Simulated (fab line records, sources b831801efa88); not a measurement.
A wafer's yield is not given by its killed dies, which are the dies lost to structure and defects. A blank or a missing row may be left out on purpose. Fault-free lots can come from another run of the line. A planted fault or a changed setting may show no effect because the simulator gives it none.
Which tool was responsible?	flow sky130	18 wafers sampled from 6 lots at 1 step of a route of 708

== WHAT THE GAUGES READ, wafer by wafer ==
SKY_GATE_OXIDE_TW_MEAS_14.
lot	measured	on	GATE_OXIDE_TW
L608	day 14 03:05	film-metro-03	228 228 228
L610	day 14 19:56	film-metro-03	228 229 228
L612	day 15 10:28	film-metro-02	222 221 222
L615	day 16 11:56	film-metro-02	225 225 224
L623	day 19 13:21	film-metro-02	225 224 225
L629	day 21 14:50	film-metro-02	225 224 224

== WHICH TOOL RAN EACH LOT (tool, then ch and the chambers of the sampled wafers, then the start) ==
The record shows no process step preceding these readings.

== THE ANSWER, worked out from the rows above alone ==
Rule: the usual values come from the lots themselves. Put in order of their means at a reading, lots are off if they are a third of the lots or fewer, leave a main group of 4 or more, and stand apart from it by a gap of 3 or more times the standard deviation of the main group's means; of several such gaps the widest counts. If all means in a main group match to the digits the tables above print for the reading, that group is not used. A lot without any number at a reading at which 4 lots or more have one is off too. Where the step has rows for the other lots, those lots are counted as sound.
No lot is off on any of the readings shown, so nothing can be concluded from this.

== WHAT THE SIMULATOR HAD INSERTED ==
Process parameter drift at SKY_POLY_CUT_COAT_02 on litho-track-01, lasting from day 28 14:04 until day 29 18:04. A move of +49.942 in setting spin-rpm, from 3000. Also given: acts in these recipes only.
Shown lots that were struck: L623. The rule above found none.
